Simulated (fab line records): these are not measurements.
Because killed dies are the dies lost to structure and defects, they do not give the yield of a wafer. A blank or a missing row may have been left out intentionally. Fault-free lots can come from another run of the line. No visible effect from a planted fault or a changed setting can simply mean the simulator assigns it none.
Which tool did it? -- flow gf180mcu -- Sampling: 13 lots, 39 wafers, 5 of 602 route steps

## WHAT THE GAUGES SHOWED, per wafer
GF_HV_LDD_OVL_MEAS_08.
lot,measured,on,HV_LDD_OVL (nm)
L830,day 10 07:14,overlay-02,0.3 -0.4 -0.6
L832,day 10 12:56,overlay-02,0.1 -0.2 -0.3
L831,day 10 16:17,overlay-02,2.9 2.6 3.8
L834,day 11 07:14,overlay-02,-1.6 -2.1 -1.0
L835,day 11 13:44,overlay-01,0.0 1.5 0.9
L837,day 12 02:11,overlay-01,-0.6 -0.6 -0.1
L840,day 13 00:05,overlay-02,-2.9 -1.6 -2.8
L841,day 13 08:17,overlay-02,-0.5 -0.5 -1.8
L843,day 14 03:23,overlay-01,-2.1 -2.1 -1.7
L844,day 14 12:35,overlay-01,-1.1 -0.2 -1.1

GF_V2_CD_MEAS_14: target cd 260 nm.
lot,measured,on,cd_nm (nm)
L830,day 20 15:17,cd_sem-02,258.9 259.6 260.3
L832,day 20 23:04,cd_sem-02,261.5 261.5 260.8
L831,day 21 02:52,cd_sem-01,257.6 257.7 259.0
L834,day 21 23:20,cd_sem-01,260.7 260.8 260.2
L835,day 22 07:22,cd_sem-01,257.9 259.2 257.6
L837,day 22 18:18,cd_sem-01,258.5 259.4 258.7
L840,day 24 01:05,cd_sem-02,259.6 259.2 259.9
L841,day 24 06:31,cd_sem-01,257.6 257.5 258.2
L843,day 25 04:44,cd_sem-01,257.1 257.6 258.0
L844,day 25 13:55,cd_sem-02,260.7 259.7 260.6

## WHICH TOOL RAN EACH LOT (tool, then ch and the chambers of the sampled wafers, then the start)
lot,GF_POLY_GATE_ETCH_13,GF_POLY_GATE_STRIP_14,GF_V1_CMP_26
L830,"rie_si-01 ch 1,2, day 9 12:40","plasma_asher-01 ch 0,1, day 9 12:43","cmp-01 ch 0,1, day 18 12:19"
L832,"rie_si-01 ch 1,2,3, day 9 17:16","plasma_asher-01 ch 0,1, day 9 17:20","cmp-01 ch 0,2,3, day 18 20:49"
L831,"rie_si-01 ch 1,2,3, day 9 19:46","plasma_asher-01 ch 0,1, day 9 19:50","cmp-02 ch 0,2,3, day 19 00:50"
L834,"rie_si-02 ch 1,3, day 10 11:46","plasma_asher-02 ch 0,1, day 10 11:50","cmp-01 ch 0,3, day 19 20:19"
L835,"rie_si-02 ch 0,2,3, day 10 17:29","plasma_asher-02 ch 0,1, day 10 17:32","cmp-01 ch 0,1,3, day 20 05:34"
L837,"rie_si-02 ch 0,1,2, day 11 06:01","plasma_asher-04 ch 0,1, day 11 06:07","cmp-01 ch 1,2,3, day 20 16:50"
L840,"rie_si-01 ch 1,2,3, day 12 02:22","plasma_asher-02 ch 0,1, day 12 02:26","cmp-02 ch 0,1,2, day 22 00:58"
L841,"rie_si-02 ch 0,1,2, day 12 11:38","plasma_asher-02 ch 0,1, day 12 11:41","cmp-01 ch 0,1,2, day 22 07:03"
L843,"rie_si-01 ch 0,3, day 13 03:07","plasma_asher-02 ch 0,1, day 13 03:11","cmp-02 ch 0,1,2, day 23 06:20"
L844,"rie_si-02 ch 0,1, day 13 13:46","plasma_asher-02 ch 0,1, day 13 13:49","cmp-02 ch 0,3, day 23 15:25"
L848,"rie_si-01 ch 0,1,2, day 14 16:28","plasma_asher-01 ch 0,1, day 14 16:32",-
L849,"rie_si-02 ch 0,1,2, day 15 00:16","plasma_asher-01 ch 0,1, day 15 00:19",-
L850,"rie_si-02 ch 0,3, day 15 06:31","plasma_asher-04 ch 0,1, day 15 06:35",-
- GF_POLY_GATE_ETCH_13: etches poly-Si in HBr/Cl2, stops on SiO2, target depth 198.5 nm, time 69.6 s.
- GF_POLY_GATE_STRIP_14: strips in O2/N2.
- GF_V1_CMP_26: polishes, stops on SiO2, t overpolish 15 s, target thk 0 nm.

## AS READ BY THE TOOLS THEMSELVES (means over the sampled wafers that have a number; for cases with no such wafer, the mark the record gives instead)
GF_POLY_GATE_ETCH_13.
lot,tool,HBr_flow_sccm (sccm),bias_w (W),drypump_motor_current_A (A),oes_product_au (a.u.),throttle_valve_pct (%)
L830,rie_si-01,149.9,99.9,6.5,0.997,33.679
L832,rie_si-01,150.2,100.1,6.0,1.003,33.690
L831,rie_si-01,150.2,100.1,6.0,0.997,33.683
L834,rie_si-02,149.7,99.9,5.4,0.989,33.679
L835,rie_si-02,150.2,100.2,5.5,0.992,33.689
L837,rie_si-02,150.0,100.1,5.7,0.987,33.681
L840,rie_si-01,150.1,99.9,6.0,0.991,33.686
L841,rie_si-02,150.0,99.9,5.7,0.984,33.679
L843,rie_si-01,150.3,100.2,5.4,0.984,33.679
L844,rie_si-02,150.0,100.2,5.7,0.997,33.686
L848,rie_si-01,-,-,-,-,-
L849,rie_si-02,-,-,-,-,-
L850,rie_si-02,-,-,-,-,-

GF_POLY_GATE_STRIP_14.
lot,tool,drypump_motor_current_A (A),heater_power_w (W),oes_product_au (a.u.)
L830,plasma_asher-01,6.1,347,0.506
L832,plasma_asher-01,6.1,349,0.508
L831,plasma_asher-01,6.2,348,0.502
L834,plasma_asher-02,6.1,314,0.502
L835,plasma_asher-02,5.9,314,0.506
L837,plasma_asher-04,5.5,327,0.502
L840,plasma_asher-02,6.1,309,0.508
L841,plasma_asher-02,5.9,313,0.504
L843,plasma_asher-02,5.9,317,0.505
L844,plasma_asher-02,6.2,315,0.503
L848,plasma_asher-01,6.1,349,0.538
L849,plasma_asher-01,5.6,325,0.548
L850,plasma_asher-04,6.1,333,0.546

GF_V1_CMP_26.
lot,tool,motor_current_A (A),overpolish_run_s (s),time_to_endpoint_s (s)
L830,cmp-01,10.4,14.994,87
L832,cmp-01,10.6,15.002,83
L831,cmp-02,11.0,14.994,86
L834,cmp-01,11.1,15.003,87
L835,cmp-01,10.8,14.996,85
L837,cmp-01,10.6,15.006,84
L840,cmp-02,11.0,15.001,84
L841,cmp-01,10.3,14.996,86
L843,cmp-02,11.1,14.989,83
L844,cmp-02,10.7,15.002,85

## THE ANSWER, worked out from the rows above alone
Rule: the usual values come from the lots themselves. Put in order of their means at a reading, lots are off if they are a third of the lots or fewer, leave a main group of 4 or more, and stand apart from it by a gap of 3 or more times the standard deviation of the main group's means; of several such gaps the widest counts. The tables above print the reading to a certain number of digits; a main group whose means all agree to those digits is not used. A lot without any number at a reading at which 4 lots or more have one is off too. Any other lot the step has rows for is counted as sound. Order of review: gauges by route order, followed by the tools' own readings, for which a lot's mean as printed above is used. At the first step where some lot is off, the reading lying furthest off is the one used; lots without a number count as furthest.
Off: L848, L849, L850, at GF_POLY_GATE_ETCH_13 (HBr_flow_sccm). Without a number there: L848, L849, L850. Main group: mean 150.1 sccm, sd 0.17.
A tool fits if, at that step or a process step before it, it ran every lot that is off, and no sound lot after the first of them. Not one of the candidates tried fits.

## WHAT THE SIMULATOR PUT IN
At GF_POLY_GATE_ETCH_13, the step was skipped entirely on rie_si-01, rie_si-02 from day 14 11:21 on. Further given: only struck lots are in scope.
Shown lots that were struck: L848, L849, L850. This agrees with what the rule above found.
